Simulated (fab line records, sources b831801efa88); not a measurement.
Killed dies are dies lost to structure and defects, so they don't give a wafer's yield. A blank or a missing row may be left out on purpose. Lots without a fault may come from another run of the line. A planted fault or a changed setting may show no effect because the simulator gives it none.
A struck lot beside a sound one | flow gf180mcu | 18 steps out of a route of 602
Sound: wafers L836.1, L836.2, L836.4. Struck: wafer L847.1. (L847.4, L847.6 of the same lot were not struck and are left out.) The cause comes at the end.
At each step with rows: each side's tool, then ch and its chambers, then its first start. Under that, the readings that differ: sound wafers | struck wafers | difference of the means | sigmas: that difference in standard deviations of wafers without a fault.
alike: readings whose means differ by less than 2 such deviations, and words and numbers that are the same on both sides. not compared: withheld readings, readings that some wafer has no value for, bounds like >300 that may hide the same value, and numbers for which the record gives no deviation and whose values overlap.
The two part at a step that has a row with sigmas, a row that says differs or no value, or rows on one side only. Numbers that don't overlap but have no deviation are shown without sigmas and don't part them. A reading that every wafer of one side lacks parts them only if that side has two wafers or more.

first, 3 steps without rows for these wafers: GF_V3_EXPOSE_11 (exposes mask Via3, target cd 260 nm); GF_V3_PEB_12 (peb time 90 s); GF_V3_DEVELOP_13 (develop time 60 s).
GF_V3_CD_MEAS_14: target cd 260 nm.
  sound on cd_sem-02, day 23 14:03; struck on cd_sem-02, day 27 06:25
  alike: cd_nm
GF_V3_OVL_MEAS_15:
  sound on overlay-02, day 23 14:10; struck on overlay-01, day 27 06:32
  alike: V3_OVL
then, 1 step without rows for these wafers: GF_V3_ETCH_16 (etches BARC in N2/H2).
GF_V3_ETCH_17: etches SiO2 in C4F8/O2/Ar, stops on TiN, target depth 635 nm.
  sound on rie_diel-04 ch 0,1,3; struck on rie_diel-04 ch 3
  alike: chamber_pressure_mTorr, oes_product_au, rf_fwd_power_W
GF_V3_STRIP_18: strips in O2/N2.
  sound on plasma_asher-01 ch 0,1, day 23 14:20; struck on plasma_asher-01 ch 1, day 27 06:42
  alike: chamber_pressure_mTorr, drypump_motor_current_A, heater_power_w, oes_product_au
  not compared: rf_hours_counter_h
then, 2 steps without rows for these wafers: GF_V3_STRIP_19 (strips in post etch residue remover, time 1200 s); GF_V3_CLEAN_20 (cleans in DIW).
GF_V3_SPUTTER_21: material Ti, target thk 15 nm, time 80.02 s.
  sound on pvd_sputter-02, day 23 14:52; struck on pvd_sputter-01, day 27 07:14
  alike: chamber_pressure_pa, throttle_valve_pct
GF_V3_SPUTTER_22: material TiN, target thk 10 nm, time 40 s.
  sound on pvd_sputter-02, day 23 14:56; struck on pvd_sputter-01, day 27 07:17
  reading                | sound          | struck | difference | sigmas
  throttle_valve_pct (%) | 30.3 30.5 31.0 | 28.1   | -2.5       | -2
  alike: chamber_pressure_pa
GF_V3_CVD_23: deposits W, target thk 350 nm, time 104.9 s.
  sound on cvd_w-01 ch 0,1, day 23 14:58; struck on cvd_w-01 ch 0, day 27 07:20
  reading                          | sound             | struck | difference | sigmas
  model.W_of_V3_CVD_23.thk_nm (nm) | 344.1 346.4 349.7 | 197.8  | -148.9     |
  alike: chamber_pressure_Torr, heater_power_w
GF_V3_RS_MEAS_24: measures by four-point-probe.
  sound on film_metro-02, day 23 15:05; struck on film_metro-01, day 27 07:27
  reading          | sound             | struck | difference | sigmas
  V3_W_RS (ohm/sq) | 0.333 0.330 0.327 | 0.582  | +0.252     | +84
GF_V3_THK_MEAS_25: measures by xrf.
  sound on film_metro-02, day 23 15:12; struck on film_metro-01, day 27 07:34
  reading       | sound       | struck | difference | sigmas
  V3_W_THK (nm) | 349 352 353 | 199    | -152       | -33
GF_V3_CMP_26: polishes, stops on SiO2, t overpolish 15 s, target thk 0 nm.
  sound on cmp-01 ch 0,1,3, day 23 15:19; struck on cmp-02 ch 2, day 27 07:44
  reading                | sound    | struck | difference | sigmas
  time_to_endpoint_s (s) | 84 93 91 | 47     | -42        | -13
  alike: motor_current_A
GF_M4_SPUTTER_00: material Ti, target thk 37.5 nm, time 150 s.
  sound on pvd_sputter-03, day 23 15:34; struck on pvd_sputter-04, day 27 07:56
  alike: chamber_pressure_pa, throttle_valve_pct
GF_PASSIVATION_PROBE_99:
  the record has rows for the sound wafers here (prober-02, day 30 02:05) and none for the struck ones

WHERE THEY PART
First at GF_V3_SPUTTER_22; last, within this record, at GF_PASSIVATION_PROBE_99.

WHY: what the simulator had put in
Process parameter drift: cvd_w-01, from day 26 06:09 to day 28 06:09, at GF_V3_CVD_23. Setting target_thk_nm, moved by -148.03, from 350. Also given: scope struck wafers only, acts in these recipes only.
